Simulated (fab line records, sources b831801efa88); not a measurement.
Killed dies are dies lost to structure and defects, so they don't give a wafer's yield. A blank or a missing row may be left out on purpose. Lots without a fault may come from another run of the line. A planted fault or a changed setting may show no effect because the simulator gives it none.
Which tool did it? | flow sky130 | 12 lots, 36 wafers sampled, at 1 step of a route of 708

WHAT THE GAUGES READ, wafer by wafer
SKY_LDD_LDN_TW_MEAS_13. Usual: LDD_LDN_TW 1488, standard deviation 16.
lot  | measured     | on            | LDD_LDN_TW     | flag
L105 | day 22 15:53 | film_metro-03 | 1501 1502 1513 |
L106 | day 23 01:22 | film_metro-03 | 1504 1504 1515 |
L107 | day 23 02:23 | film_metro-03 | 1505 1495 1503 |
L108 | day 23 21:47 | film_metro-03 | 1502 1508 1508 |
L109 | day 24 06:58 | film_metro-02 | 1473 1471 1472 |
L113 | day 26 09:44 | film_metro-02 | 1479 1479 1471 |
L119 | day 27 19:10 | film_metro-03 | 1510 1503 1502 |
L120 | day 28 02:05 | film_metro-02 | 1469 1466 1466 |
L122 | day 28 19:37 | film_metro-01 | 1477 1471 1474 |
L124 | day 29 12:32 | film_metro-01 | 1478 1484 1488 |
L126 | day 29 22:38 | film_metro-01 | 1476 1479 1481 |
L128 | day 30 18:23 | film_metro-01 | 1474 1471 1485 |

WHICH TOOL RAN EACH LOT (tool, then ch and the chambers of the sampled wafers, then the start)
The record holds no process step before these readings.

WHAT THE TOOLS THEMSELVES READ (means of the sampled wafers that have a number; where no wafer has one, the mark that the record gives instead)
The record holds no such reading with a usual standard deviation.

THE ANSWER, worked out from the rows above alone
Rule: a lot is off if the mean of its wafers that have a number lies more than 3 standard deviations from the usual mean. A lot without any number at a reading at which 4 lots or more have one is off too. The other lots that the step has rows for count as sound. The gauges are gone through in route order, then the tools' own readings, and for those a lot's mean is taken as printed above. The first step at which some lot is off is used, and at that step the reading that is off furthest; a lot without a number counts as furthest.
No lot is off at any reading shown: from this, nothing can be told.

WHAT THE SIMULATOR HAD PUT IN
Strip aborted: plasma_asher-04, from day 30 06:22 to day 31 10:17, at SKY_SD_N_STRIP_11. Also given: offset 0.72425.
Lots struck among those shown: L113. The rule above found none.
